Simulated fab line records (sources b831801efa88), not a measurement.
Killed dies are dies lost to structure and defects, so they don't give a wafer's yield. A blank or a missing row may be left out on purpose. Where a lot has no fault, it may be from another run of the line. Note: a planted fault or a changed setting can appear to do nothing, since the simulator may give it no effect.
fab line records	flow sky130
record lots=7	wafers=20	last_day=50
route steps=708 shown CONTACT@423 METAL1@434 PAD_OPEN@708
lots that met no fault: from a run of the same line without faults
start_h: hours from the record's first day to the start of the lot's first wafer shown	wait_h: how many hours have passed since the lot's step before this one	" identical to the entry in the row above	L1.1+2: a single row standing in for several wafers	- value missing, or start not given	* or withheld: withheld	< > ~ a bound
route shown NAME@n: NAME is a module with steps in the file, n the number in the route of the first one	usual: average and standard deviation across the fault-free wafers	same: alike in all rows	chamber/n: place in a boat	sites: per-site readings	_std_site: how widely they spread, as a standard deviation	_edge_site: inner sites' mean taken away from outer sites' mean	radius_mm: for every site, how far away it sits from the centre of the wafer	mask NAME#n: copy n	behind: the last tool/chamber to shape the wafer	hold: cause of the lot's hold/its duration in hours/its outcome	device: which transistor (n, p or np) failed to switch	end of line: at the end of the route, the tests of the same wafers	a step without rows: its recipe alone	killed: not the wafer's yield, but the dies lost to structure and defects at the first sort	map: shows each die of a wafer: x if killed, . if not, _ if none is there
set.NAME: setting as actually run; set.NAME@STEP: the setting as run at that earlier step	model.NAME: the simulator's own value behind a step, which no gauge read
certain route steps with their lots: each step a table, each wafer a row
services: the hour from which a tool's chamber was out of use, counted from the record's first day as start_h (under 0 if before that day), plus the number of hours and why
## steps
# step SKY_CONTACT_ETCH_17
# recipe target=SiO2	chemistry=C4F8/O2/Ar	stop_on=Si3N4	mask_material=KrF-thick	source_w=1500	bias_w=1200	pressure_mtorr=40	c4f8_flow_sccm=withheld	O2_flow_sccm=6	Ar_flow_sccm=300	time_s=withheld	target_depth_a=3400
# usual oes_product_au=0.892/0.005
lot.wafer	tool	chamber	start_h	wait_h	oes_product_au
L535.2	rie_diel-02	1	752.40	0.0	0.898
L535.4	"	2	"	"	0.888
L535.6	"	1	"	"	0.895
L537.1	rie_diel-04	3	770.98	0.0	0.895
L537.5	"	1	"	"	0.895
L537.6	"	3	"	"	0.891
L538.2	rie_diel-02	3	783.46	0.0	0.892
L538.4	"	0	"	"	0.898
L538.6	"	1	"	"	0.898
L539.2	rie_diel-04	2	793.41	0.0	0.891
L539.3	"	0	"	"	0.897
L539.5	"	3	"	"	0.885
L549.1	rie_diel-04	3	862.95	0.0	0.885
L549.3	"	2	"	"	0.890
L549.5	"	0	"	"	0.879
L550.2	rie_diel-01	0	868.66	0.0	0.903
L550.4	"	2	"	"	0.898
L555.1	rie_diel-04	1	897.86	0.0	0.895
L555.3	"	2	"	"	0.887
L555.6	"	3	"	"	0.890
# step SKY_CONTACT_ETCH_18
# recipe target=Si3N4	chemistry=CHF3/O2	stop_on=TiN	source_w=600	bias_w=200	pressure_mtorr=40	chf3_flow_sccm=50	O2_flow_sccm=5	time_s=39	target_depth_a=750
# usual drypump_motor_current_A=5.8/0.51	oes_product_au=0.857/0.0083	throttle_valve_pct=8.794/0.0089
lot.wafer	tool	chamber	start_h	wait_h	drypump_motor_current_A	oes_product_au	rf_hours_counter_h	throttle_valve_pct
L535.2	rie_diel-02	1	-	-	5.6	0.862	9	8.787
L535.4	"	2	"	"	5.5	0.864	7	8.806
L535.6	"	1	"	"	5.6	0.872	-	8.797
L537.1	rie_diel-04	3	-	-	4.7	0.862	35	8.806
L537.5	"	1	"	"	6.1	0.855	-	8.778
L537.6	"	3	"	"	4.7	0.871	-	8.797
L538.2	rie_diel-02	3	-	-	6.6	0.848	2	8.797
L538.4	"	0	"	"	5.7	0.863	16	8.801
L538.6	"	1	"	"	5.6	0.860	-	8.783
L539.2	rie_diel-04	2	-	-	5.6	0.853	14	8.782
L539.3	"	0	"	"	6.2	0.850	30	8.792
L539.5	"	3	"	"	4.7	0.857	-	8.802
L549.1	rie_diel-04	3	-	-	4.7	0.846	2	8.777
L549.3	"	2	"	"	5.5	0.851	18	8.790
L549.5	"	0	"	"	6.3	0.858	-	8.796
L550.2	rie_diel-01	0	-	-	5.2	0.846	26	8.789
L550.4	"	2	"	"	6.1	0.857	5	8.811
L555.1	rie_diel-04	1	-	-	6.2	0.854	12	8.799
L555.3	"	2	"	"	5.6	0.845	19	8.794
L555.6	"	3	"	"	4.7	0.863	-	8.799
# step SKY_CONTACT_STRIP_19
# recipe chemistry=O2/N2	power_w=1400	pressure_mtorr=1500	platen_temp_c=withheld	o2_flow_sccm=3000	n2_flow_sccm=300	overash_fraction=0.5
# usual drypump_motor_current_A=5.82/0.26	oes_product_au=0.382/0.0051	strip_time_to_endpoint_s=3.63/0.048
lot.wafer	tool	chamber	start_h	wait_h	drypump_motor_current_A	oes_product_au	rf_hours_counter_h	strip_time_to_endpoint_s
L535.2	plasma_asher-01	0	752.49	-	5.92	0.378	1	3.64
L535.4	"	1	"	"	5.68	0.380	-	3.66
L535.6	"	1	"	"	5.68	0.381	-	3.65
L537.1	plasma_asher-02	0	771.12	-	5.71	0.383	31	3.71
L537.5	"	0	"	"	5.72	0.374	-	3.64
L537.6	"	1	"	"	6.26	0.389	-	3.71
L538.2	plasma_asher-02	1	783.55	-	6.26	0.387	32	3.65
L538.4	"	1	"	"	6.24	0.383	-	3.63
L538.6	"	0	"	"	5.74	0.384	-	3.72
L539.2	plasma_asher-02	0	793.50	-	5.74	0.388	33	3.66
L539.3	"	0	"	"	5.72	0.387	-	3.64
L539.5	"	0	"	"	5.73	0.385	-	3.73
L549.1	plasma_asher-02	1	863.04	-	6.25	0.391	40	3.72
L549.3	"	1	"	"	6.27	0.386	-	3.65
L549.5	"	1	"	"	6.27	0.371	-	3.61
L550.2	plasma_asher-01	1	868.75	-	5.66	0.371	12	3.56
L550.4	"	1	"	"	5.67	0.387	-	3.62
L555.1	plasma_asher-01	0	897.95	-	5.93	0.382	14	3.64
L555.3	"	1	"	"	5.67	0.379	-	3.66
L555.6	"	1	"	"	5.67	0.387	-	3.74
# step SKY_CONTACT_STRIP_20
# recipe chemistry=post_etch_residue_remover	time_s=1200	temp_c=72.5
# step SKY_CONTACT_CLEAN_21
# recipe chemistry=IPA	time_s=180	temp_c=25
# step SKY_CONTACT_CLEAN_22
# recipe chemistry=O3/DIW	dry=n2_spin
# step SKY_CONTACT_SPUTTER_23
# recipe material=TiN	target_thk_nm=20	chamber_pressure_pa=5	power_w=4000	time_s=80
# usual throttle_valve_pct=30.2/1
lot.wafer	tool	chamber	start_h	wait_h	throttle_valve_pct
L535.2	pvd_sputter-02	-	753.08	0.0	30.1
L535.4	"	-	"	"	30.8
L535.6	"	-	"	"	30.5
L537.1	pvd_sputter-02	-	771.80	0.0	31.6
L537.5	"	-	"	"	29.9
L537.6	"	-	"	"	31.3
L538.2	pvd_sputter-02	-	784.18	0.0	29.9
L538.4	"	-	"	"	30.1
L538.6	"	-	"	"	30.0
L539.2	pvd_sputter-04	-	794.12	0.0	30.3
L539.3	"	-	"	"	28.7
L539.5	"	-	"	"	30.6
L549.1	pvd_sputter-03	-	863.68	0.0	31.3
L549.3	"	-	"	"	31.4
L549.5	"	-	"	"	29.1
L550.2	pvd_sputter-02	-	869.38	0.0	30.8
L550.4	"	-	"	"	29.8
L555.1	pvd_sputter-04	-	898.55	0.0	30.5
L555.3	"	-	"	"	28.1
L555.6	"	-	"	"	30.5
# step SKY_CONTACT_CVD_24
# recipe material=W	target_thk_nm=340	time_s=102.12	temp_c=400	pressure_torr=40
# step SKY_CONTACT_RS_MEAS_25
# recipe thk_meas_gauge=four-point-probe	reads=W_of_CONTACT_CVD_24+TiN_of_CONTACT_SPUTTER_23
# usual CONTACT_W_RS=0.335/0.0037
lot.wafer	tool	chamber	start_h	wait_h	CONTACT_W_RS[ohm/sq]
L535.2	film_metro-02	-	753.28	0.1	0.337
L535.4	"	-	"	"	0.334
L535.6	"	-	"	"	0.336
L537.1	film_metro-02	-	771.97	0.1	0.335
L537.5	"	-	"	"	0.341
L537.6	"	-	"	"	0.336
L538.2	film_metro-01	-	784.37	0.1	0.332
L538.4	"	-	"	"	0.330
L538.6	"	-	"	"	0.331
L539.2	film_metro-03	-	794.31	0.1	0.340
L539.3	"	-	"	"	0.342
L539.5	"	-	"	"	0.342
L549.1	film_metro-01	-	863.85	0.1	0.333
L549.3	"	-	"	"	0.330
L549.5	"	-	"	"	0.329
L550.2	film_metro-03	-	869.57	0.1	0.341
L550.4	"	-	"	"	0.334
L555.1	film_metro-02	-	898.72	0.1	0.337
L555.3	"	-	"	"	0.338
L555.6	"	-	"	"	0.336
# step SKY_CONTACT_THK_MEAS_26
# recipe thk_meas_gauge=xrf	reads=W_of_CONTACT_CVD_24
# usual CONTACT_W_THK=339/5.7
lot.wafer	tool	chamber	start_h	wait_h	CONTACT_W_THK[nm]
L535.2	film_metro-02	-	753.39	0.1	341
L535.4	"	-	"	"	343
L535.6	"	-	"	"	341
L537.1	film_metro-02	-	772.09	0.1	342
L537.5	"	-	"	"	339
L537.6	"	-	"	"	343
L538.2	film_metro-01	-	784.48	0.1	338
L538.4	"	-	"	"	340
L538.6	"	-	"	"	337
L539.2	film_metro-03	-	794.42	0.1	331
L539.3	"	-	"	"	328
L539.5	"	-	"	"	328
L549.1	film_metro-01	-	863.97	0.1	331
L549.3	"	-	"	"	334
L549.5	"	-	"	"	339
L550.2	film_metro-03	-	869.68	0.1	332
L550.4	"	-	"	"	340
L555.1	film_metro-02	-	898.84	0.1	340
L555.3	"	-	"	"	338
L555.6	"	-	"	"	338
# step SKY_CONTACT_CMP_27
# recipe stop_on=SiO2	t_overpolish_s=15	down_force_psi=3.5	platen_rpm=60	target_thk_nm=0	pad_velocity_m_s=0.94248
# step SKY_METAL1_SPUTTER_00
# recipe material=Ti	target_thk_nm=15	power_w=3000	time_s=10	chamber_pressure_pa=0.4
# usual throttle_valve_pct=30.1/1
lot.wafer	tool	chamber	start_h	wait_h	throttle_valve_pct
L535.2	pvd_sputter-01	-	753.74	0.1	31.6
L535.4	"	-	"	"	30.5
L535.6	"	-	"	"	32.0
L537.1	pvd_sputter-01	-	772.45	0.2	31.6
L537.5	"	-	"	"	29.3
L537.6	"	-	"	"	30.1
L538.2	pvd_sputter-01	-	784.83	0.2	29.1
L538.4	"	-	"	"	30.6
L538.6	"	-	"	"	31.9
L539.2	pvd_sputter-01	-	795.20	0.1	29.1
L539.3	"	-	"	"	32.0
L539.5	"	-	"	"	29.0
L549.1	pvd_sputter-02	-	864.33	0.2	30.8
L549.3	"	-	"	"	29.8
L549.5	"	-	"	"	29.9
L550.2	pvd_sputter-04	-	870.03	0.2	29.0
L550.4	"	-	"	"	28.1
L555.1	pvd_sputter-02	-	899.20	0.2	30.3
L555.3	"	-	"	"	29.7
L555.6	"	-	"	"	31.1
# step SKY_METAL1_SPUTTER_01
# recipe material=TiN	target_thk_nm=20	power_w=6500	time_s=16.7	chamber_pressure_pa=0.4
# usual throttle_valve_pct=30.1/1
lot.wafer	tool	chamber	start_h	wait_h	throttle_valve_pct	model.TiN_of_METAL1_SPUTTER_01.thk_nm
L535.2	pvd_sputter-01	-	753.76	0.0	32.1	19.67
L535.4	"	-	"	"	29.9	19.89
L535.6	"	-	"	"	31.9	19.77
L537.1	pvd_sputter-01	-	772.47	0.0	31.8	15.11
L537.5	"	-	"	"	29.0	15.31
L537.6	"	-	"	"	30.2	14.96
L538.2	pvd_sputter-01	-	784.85	0.0	29.0	15.65
L538.4	"	-	"	"	30.6	15.28
L538.6	"	-	"	"	32.0	15.3
L539.2	pvd_sputter-01	-	795.22	0.0	29.5	16.06
L539.3	"	-	"	"	31.9	15.77
L539.5	"	-	"	"	29.2	16.02
L549.1	pvd_sputter-02	-	864.35	0.0	30.7	20.09
L549.3	"	-	"	"	29.7	20.31
L549.5	"	-	"	"	30.2	19.98
L550.2	pvd_sputter-04	-	870.06	0.0	28.7	19.35
L550.4	"	-	"	"	28.0	20.05
L555.1	pvd_sputter-02	-	899.22	0.0	30.6	19.91
L555.3	"	-	"	"	30.0	20.07
L555.6	"	-	"	"	31.5	20.15
# step SKY_METAL1_SPUTTER_02
# recipe material=AlCu	target_thk_nm=250	power_w=10600	time_s=13.3	chamber_pressure_pa=0.4
# step SKY_PAD_OPEN_PROBE_99
# usual killed_at_M0_to_M3=43/6.3	killed_at_M4_up=3.0/1.6	killed_at_contacts=25/5	killed_at_front_end=15/4.4	killed_at_other=0.3/0.8	killed_dies=85/8.7	killed_open=47/6.9	killed_short=38/6.3
# same gross_dies=492	killed_at_back_side=0
lot.wafer	tool	chamber	start_h	wait_h	killed_at_M0_to_M3	killed_at_M4_up	killed_at_contacts	killed_at_front_end	killed_at_other	killed_dies	killed_open	killed_short	model.etest.tip_n.rs_ohm_sq	model.etest.nfet_01v8_lvt.drive_ua_um	model.etest.nfet_01v8_turned.drive_ua_um	model.etest.nfet_01v8.drive_ua_um	model.etest.sram_nfet_pass.drive_ua_um	model.etest.nfet_01v8_swapped.drive_ua_um	model.etest.nfet_01v8.r_on_ohm_um	model.etest.res_ndiff.rs_ohm_sq
L535.2	prober-01	-	1090.86	0.1	37	3	25	17	0	82	46	36	441.9	578.3	509.3	505	480.3	507.9	819.9	122.2
L535.4	prober-01	-	1090.96	0.2	39	4	35	17	1	96	61	35	442.4	570.4	498.2	499	482.6	499.2	840.5	121.3
L535.6	prober-01	-	1091.06	0.2	39	3	33	22	0	97	58	39	446.7	561.8	496.7	492.3	495.2	490.7	836.7	122
L538.2	prober-02	-	1113.83	0.1	37	3	24	15	0	79	44	35	383.5	607	529.9	523.2	513.6	521.6	825.9	116
L538.4	prober-02	-	1113.93	0.2	37	4	21	10	1	73	38	35	386.9	619.8	552.8	541.3	533.1	538.3	810.7	118.1
L538.6	prober-02	-	1114.03	0.2	41	3	21	22	1	88	56	32	389.5	596.9	527.4	519.7	499.8	517.8	838	116.7
L539.2	prober-02	-	1121.66	0.1	58	3	25	17	0	103	51	52	391.6	626.2	568.1	553.6	548.8	547.5	793.2	116.7
L539.3	prober-02	-	1121.71	0.2	49	2	32	8	0	91	57	34	389.1	607.4	538.6	533	500	527.6	824.3	117.9
L539.5	prober-02	-	1121.81	0.2	52	3	19	14	4	92	44	44	389.6	624.4	552.9	544.9	528	541.8	810.2	118.1
L549.1	prober-01	-	1171.81	0.1	43	6	24	10	0	83	47	36	440.4	591.4	521	518.3	524.4	518	820.7	121.2
L549.3	prober-01	-	1171.91	0.2	34	6	25	11	0	76	41	35	439.5	589.6	520.8	524	521.8	520.9	821	121.7
L549.5	prober-01	-	1172.01	0.2	47	3	17	10	0	77	47	29	440.9	589.8	520.9	520.5	510.3	515.9	816.9	120.9
L550.2	prober-01	-	1175.83	0.1	57	4	23	10	0	94	58	36	444.6	547.3	476.9	480.3	477.4	474.8	865.3	122.3
L550.4	prober-01	-	1175.93	0.2	43	3	21	11	0	78	45	33	448	556.8	487.8	486.4	485.3	486.3	854.1	121
L555.1	prober-02	-	1195.77	0.1	31	3	20	12	0	66	32	34	434.3	597.5	519.4	520.8	503.9	519.9	802.2	119.5
L555.3	prober-02	-	1195.87	0.2	39	3	26	9	0	77	39	38	435.2	596.6	517.6	515.7	515.3	516	805.6	118
L555.6	prober-02	-	1196.02	0.2	41	7	17	7	0	72	37	35	433.5	579.5	511.7	509.8	496.7	509.8	817.4	118.4
# killed by level:class
L535.2 CONTACT:geometric_particle:open=10 VIA1:geometric_particle:open=9 METAL2:geometric_particle:short=8 POLY_GATE:geometric_particle:open=7 VIA2:geometric_particle:open=6 LI_CONTACT:geometric_particle:open=5 FIELD_ISO:geometric_particle:open=4 LI_CONTACT:geometric_particle:short=4
L535.4 VIA1:geometric_particle:open=12 LI_CONTACT:geometric_particle:open=11 POLY_GATE:geometric_particle:open=9 LOCAL_INTERCONNECT:geometric_particle:short=9 CONTACT:geometric_particle:open=7 VIA3:geometric_particle:open=6 CONTACT:geometric_particle:short=5 VIA2:geometric_particle:open=5
L535.6 CONTACT:geometric_particle:open=12 POLY_GATE:geometric_particle:open=11 LI_CONTACT:geometric_particle:open=8 POLY_GATE:geometric_particle:short=6 LOCAL_INTERCONNECT:geometric_particle:short=6 VIA1:geometric_particle:open=6 VIA2:geometric_particle:open=6 VIA1:geometric_particle:short=5
L538.2 CONTACT:geometric_particle:open=9 VIA1:geometric_particle:open=7 METAL2:geometric_particle:short=7 FIELD_ISO:geometric_particle:open=6 LI_CONTACT:geometric_particle:open=6 CONTACT:geometric_particle:short=5 VIA2:geometric_particle:open=5 FIELD_ISO:geometric_particle:short=3
L538.4 VIA1:geometric_particle:open=11 CONTACT:geometric_particle:open=8 LOCAL_INTERCONNECT:geometric_particle:short=7 METAL1:geometric_particle:short=6 VIA1:geometric_particle:short=5 VIA2:geometric_particle:short=4 FIELD_ISO:geometric_particle:open=3 FIELD_ISO:geometric_particle:short=3
L538.6 VIA3:geometric_particle:open=10 VIA1:geometric_particle:open=9 CONTACT:geometric_particle:open=8 VIA2:geometric_particle:open=8 POLY_GATE:geometric_particle:short=7 POLY_GATE:geometric_particle:open=7 FIELD_ISO:geometric_particle:open=6 LI_CONTACT:geometric_particle:open=4
L539.2 METAL2:geometric_particle:short=10 VIA3:geometric_particle:open=10 CONTACT:geometric_particle:open=9 VIA1:geometric_particle:open=9 VIA2:geometric_particle:open=7 METAL1:geometric_particle:short=6 VIA1:geometric_particle:short=5 FIELD_ISO:geometric_particle:short=4
L539.3 CONTACT:geometric_particle:open=12 VIA1:geometric_particle:open=12 LI_CONTACT:geometric_particle:open=11 VIA3:geometric_particle:open=8 METAL1:geometric_particle:short=6 VIA1:geometric_particle:short=6 CONTACT:geometric_particle:short=5 POLY_GATE:geometric_particle:open=4
L539.5 VIA1:geometric_particle:open=12 METAL2:geometric_particle:short=8 FIELD_ISO:geometric_particle:short=7 CONTACT:geometric_particle:open=7 METAL1:geometric_particle:short=7 LI_CONTACT:geometric_particle:open=6 VIA1:geometric_particle:short=5 VIA2:geometric_particle:open=5
L549.1 LI_CONTACT:geometric_particle:open=8 VIA1:geometric_particle:open=8 VIA2:geometric_particle:open=8 CONTACT:geometric_particle:open=7 VIA1:geometric_particle:short=7 METAL1:geometric_particle:short=6 CONTACT:geometric_particle:short=5 VIA3:geometric_particle:open=5
L549.3 CONTACT:geometric_particle:open=10 LI_CONTACT:geometric_particle:short=6 VIA3:geometric_particle:open=6 METAL1:geometric_particle:short=6 VIA3:geometric_particle:short=5 POLY_GATE:geometric_particle:open=4 VIA2:geometric_particle:open=4 VIA1:geometric_particle:open=4
L549.5 VIA1:geometric_particle:open=12 LI_CONTACT:geometric_particle:open=8 VIA3:geometric_particle:open=7 VIA1:geometric_particle:short=6 CONTACT:geometric_particle:open=4 POLY_GATE:geometric_particle:open=3 METAL1:geometric_particle:short=3 VIA2:geometric_particle:short=3
L550.2 VIA1:geometric_particle:open=18 LI_CONTACT:geometric_particle:open=12 VIA1:geometric_particle:short=6 CONTACT:geometric_particle:open=6 METAL2:geometric_particle:short=6 VIA3:geometric_particle:open=6 METAL1:geometric_particle:short=5 VIA2:geometric_particle:short=5
L550.4 VIA1:geometric_particle:open=12 CONTACT:geometric_particle:open=10 VIA1:geometric_particle:short=5 METAL1:geometric_particle:short=5 VIA2:geometric_particle:open=5 METAL2:geometric_particle:short=4 VIA3:geometric_particle:short=4 VIA3:geometric_particle:open=4
L555.1 LOCAL_INTERCONNECT:geometric_particle:short=7 LI_CONTACT:geometric_particle:open=6 VIA1:geometric_particle:open=6 METAL2:geometric_particle:short=5 VIA3:geometric_particle:open=5 METAL1:geometric_particle:short=4 FIELD_ISO:geometric_particle:open=3 CONTACT:geometric_particle:open=3
L555.3 CONTACT:geometric_particle:open=11 VIA1:geometric_particle:open=9 METAL1:geometric_particle:short=7 CONTACT:geometric_particle:short=6 METAL2:geometric_particle:short=6 VIA2:geometric_particle:open=5 LI_CONTACT:geometric_particle:open=4 VIA3:geometric_particle:open=4
L555.6 METAL1:geometric_particle:short=7 VIA1:geometric_particle:open=7 VIA1:geometric_particle:short=6 LI_CONTACT:geometric_particle:open=6 CONTACT:geometric_particle:open=6 VIA3:geometric_particle:open=5 METAL4:geometric_particle:short=4 POLY_GATE:geometric_particle:open=3
## services
tool	chamber	start_h	hours	kind
plasma_asher-02	-	729.60	15.6	pm
plasma_asher-01	-	733.75	9.0	pm
rie_diel-04	3	735.53	1.6	repair
rie_diel-02	1	737.66	4.7	repair
rie_diel-02	1	752.63	10.7	repair
plasma_asher-02	-	756.63	11.1	repair
rie_diel-04	2	759.06	26.2	repair
rie_diel-04	0	759.63	13.1	repair
rie_diel-04	1	759.67	3.8	repair
rie_diel-02	-	762.06	1.2	repair
rie_diel-01	0	779.55	3.6	repair
plasma_asher-01	-	802.16	12.6	repair
rie_diel-04	3	808.96	-	clean
rie_diel-04	3	808.96	16.3	scheduled_down
rie_diel-04	3	808.96	16.3	vent_cycle
rie_diel-04	1	815.68	15.1	repair
rie_diel-04	0	832.01	-	clean
rie_diel-04	0	832.01	24.2	scheduled_down
pvd_sputter-04	-	845.37	2.5	repair
pvd_sputter-03	-	849.39	10.7	repair
pvd_sputter-04	-	860.42	5.1	repair
rie_diel-02	-	876.56	2.8	pm
rie_diel-02	-	881.02	0.5	repair
plasma_asher-01	-	893.59	2.8	pm
## key
first_sign none at tools or gauges
model_effect step=SKY_METAL1_SPUTTER_01	value=TiN_of_METAL1_SPUTTER_01.thk_nm	without=19.91	struck=15.5
model_effect step=SKY_PAD_OPEN_PROBE_99	value=etest.tip_n.rs_ohm_sq	without=445.7	struck=388.4
met_at SKY_METAL1_SPUTTER_01
struck_wafers L537.1,L537.5,L537.6,L538.2,L538.4,L538.6,L539.2,L539.3,L539.5
rows_end L537.1,L537.5,L537.6
tester_left_out L538,L539
onset_between 753.76 772.47
also_fits SKY_METAL1_SPUTTER_00:pvd_sputter-01
earlier_fault kind=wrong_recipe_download	tool=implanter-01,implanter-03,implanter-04	chamber=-	onset_h=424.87	steps=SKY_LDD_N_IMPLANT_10	wrong_recipe.not_listed=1
fault kind=process_parameter_drift	tool=pvd_sputter-01	chamber=-	onset_h=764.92	steps=SKY_METAL1_SPUTTER_01	channel=target_thk_nm	offset=-4.4097	shape=step	acts_in=these_recipes_only	stated=20
# tester_left_out: of these lots the tester's yield and bins aren't shown, on N5 and GAA mostly nor the transistor test; their killed dies are dies lost to structure and defects alone, not to doping, threshold or leakage, so they don't give the yield
# rows_end: these wafers met a further fault down the route, and their rows from its step on are left out
